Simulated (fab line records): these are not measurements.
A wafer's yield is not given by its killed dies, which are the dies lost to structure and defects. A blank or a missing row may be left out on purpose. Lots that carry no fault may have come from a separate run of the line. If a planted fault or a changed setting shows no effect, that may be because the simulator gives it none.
A single fault, viewed from 2 desks	flow sky130	what lay behind the numbers comes last; until then each desk has only its own

== AT THE METROLOGY DESK ==
What the gauges read for every lot (on any tool): the sampled wafers with a number, averaged. Marked OUT: a lot whose mean sits more than 4 standard deviations from the usual mean, which makes it out of limits; the brackets give that distance.
Columns: A = cd_nm at SKY_VIA2_CD_MEAS_12, usual 199.7 nm; B = VIA2_OVL at SKY_VIA2_OVL_MEAS_13, usual -1 nm
lot	first seen here	A	B
L570	day 38 21:44	199.1	-2
L571	day 39 02:11	199.6	2
L572	day 39 07:58	200.7	0
L575	day 40 04:20	199.8	3
L576	day 40 06:34	199.3	-3
L578	day 40 23:27	198.1	-5
L581	day 41 09:23	201.5	-6
L582	day 41 18:28	202.1	-3
L584	day 42 05:25	200.0	-1
L585	day 42 12:34	200.4	-4
L586	day 42 15:38	201.0	-6
L588	day 43 07:01	201.1	8
L589	day 43 16:17	198.3	-4
This desk found nothing out of limits on any of the 13 lots.

== FOR THE TOOL OWNER'S DESK: pvd_sputter-02 ==
The tool's own readings at SKY_CAPM_SPUTTER_02 (material TiN, target thk 200 nm, time 166.7 s): means of the sampled wafers that have a number, for each lot that ran on this tool. Marked OUT: a lot whose mean sits more than 4 standard deviations from the usual mean, which makes it out of limits; the brackets give that distance.
Columns: A = cathode_dc_power_W at SKY_CAPM_SPUTTER_02, usual 6499.9 W; B = throttle_valve_pct at SKY_CAPM_SPUTTER_02, usual 29.8 %
lot	first seen here	A	B
L570	day 38 23:30	6499.9	30.0
L571	day 39 04:33	6668.7 (+99 or more) OUT	30.6
L575	day 40 06:07	6669.4 (+99 or more) OUT	30.3
This desk's verdict: out of limits on L571, L575, starting with L571 at day 39 04:33 (cathode_dc_power_W at SKY_CAPM_SPUTTER_02). L570: within limits.

== PUT TOGETHER ==
The tool owner's desk could have raised an alarm at day 39 04:33, on L571, L575.
Nothing out of limits was seen by the metrology desk.
The metrology desk has L571, L575 on record, within its limits.
On pvd_sputter-02, each named lot ran SKY_CAPM_SPUTTER_02.

== WHAT THE SIMULATOR HAD INSERTED ==
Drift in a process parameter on pvd_sputter-02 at SKY_CAPM_SPUTTER_02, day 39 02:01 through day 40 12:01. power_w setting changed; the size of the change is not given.
Shown lots that were struck: L571, L575.
Each desk's first reading out of limits, in hours after the fault started: the tool owner's desk, 3.
